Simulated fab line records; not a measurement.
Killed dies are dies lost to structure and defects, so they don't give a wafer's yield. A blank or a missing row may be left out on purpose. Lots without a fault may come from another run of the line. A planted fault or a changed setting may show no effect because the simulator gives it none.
The same fault as seen by 2 desks | flow gf180mcu | numbers are kept per desk, each desk with only its own; the story behind them comes last

== TOOL OWNER'S DESK, rie_metal-04 ==
The tool's own readings at GF_MIM_METAL_ETCH_19 (etches the open film in Cl2/BCl3, stops on Si3N4, target depth 324.5 nm, time 54.1 s): means of the sampled wafers that have a number, for each lot that ran on this tool. If a lot's mean is further than 4 standard deviations from the usual mean, the lot is out of limits and carries the mark OUT (the distance appears in the brackets).
Columns: A = drypump_motor_current_A at GF_MIM_METAL_ETCH_19, usual 5.7 A; B = oes_product_au at GF_MIM_METAL_ETCH_19, usual 0.941 a.u.; C = run_length_s at GF_MIM_METAL_ETCH_19, usual 82.6 s; D = throttle_valve_pct at GF_MIM_METAL_ETCH_19, usual 28.283 %
lot  | first seen here | A   | B                | C              | D
L880 | day 26 08:38    | 5.8 | 0.937            | 82.1           | 28.283
L882 | day 26 15:41    | 5.8 | 0.931            | 82.0           | 28.297
L887 | day 27 22:24    | 6.0 | 0.947            | 82.4           | 28.275
L890 | day 29 01:33    | 5.7 | 0.951            | 82.0           | 28.280
L896 | day 30 17:26    | 6.0 | 0.976 (+5.3) OUT | 73.0 (-25) OUT | 28.253
L900 | day 31 20:11    | 5.8 | 0.962            | 77.5 (-13) OUT | 28.265
This desk's verdict: out of limits on L896, L900, starting with L896 at day 30 17:26 (oes_product_au at GF_MIM_METAL_ETCH_19). L880, L882, L887, L890 stayed within limits.

== METROLOGY DESK ==
Lot by lot, what the gauges showed, no matter which tool ran the lot: averages of those sampled wafers that carry a number. If a lot's mean is further than 4 standard deviations from the usual mean, the lot is out of limits and carries the mark OUT (the distance appears in the brackets).
Columns: A = MIM_ALCU_RS at GF_MIM_RS_MEAS_10, usual 0.1597 ohm/sq
lot  | first seen here | A
L879 | day 25 01:19    | 0.1571
L880 | day 25 12:12    | 0.1612
L882 | day 25 19:33    | 0.1624
L883 | day 26 05:52    | 0.1630
L887 | day 27 04:18    | 0.1568
L888 | day 27 07:59    | 0.1619
L889 | day 27 22:56    | 0.1596
L890 | day 28 06:52    | 0.1590
L892 | day 28 18:40    | 0.1566
L894 | day 29 13:41    | 0.1594
L896 | day 29 23:12    | 0.1592
L900 | day 31 03:29    | 0.1600
L901 | day 31 06:03    | 0.1594
L902 | day 31 10:28    | 0.1612
Result from this desk: across the 14 lots, nothing is out of limits.

== ALL TOGETHER ==
The tool owner's desk had the chance to raise an alarm at day 30 17:26 on L896, L900.
Nothing out of limits was seen by the metrology desk.
The metrology desk has L896, L900 on record, within its limits.
Every lot named ran GF_MIM_METAL_ETCH_19 on rie_metal-04.

== WHAT THE SIMULATOR PUT IN ==
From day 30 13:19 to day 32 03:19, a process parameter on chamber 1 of rie_metal-04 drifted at GF_MIM_METAL_ETCH_19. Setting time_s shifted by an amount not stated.
Shown lots that were struck: L896, L900.
Delay in hours, fault start to first out-of-limits reading, by desk: the tool owner's desk at 4.
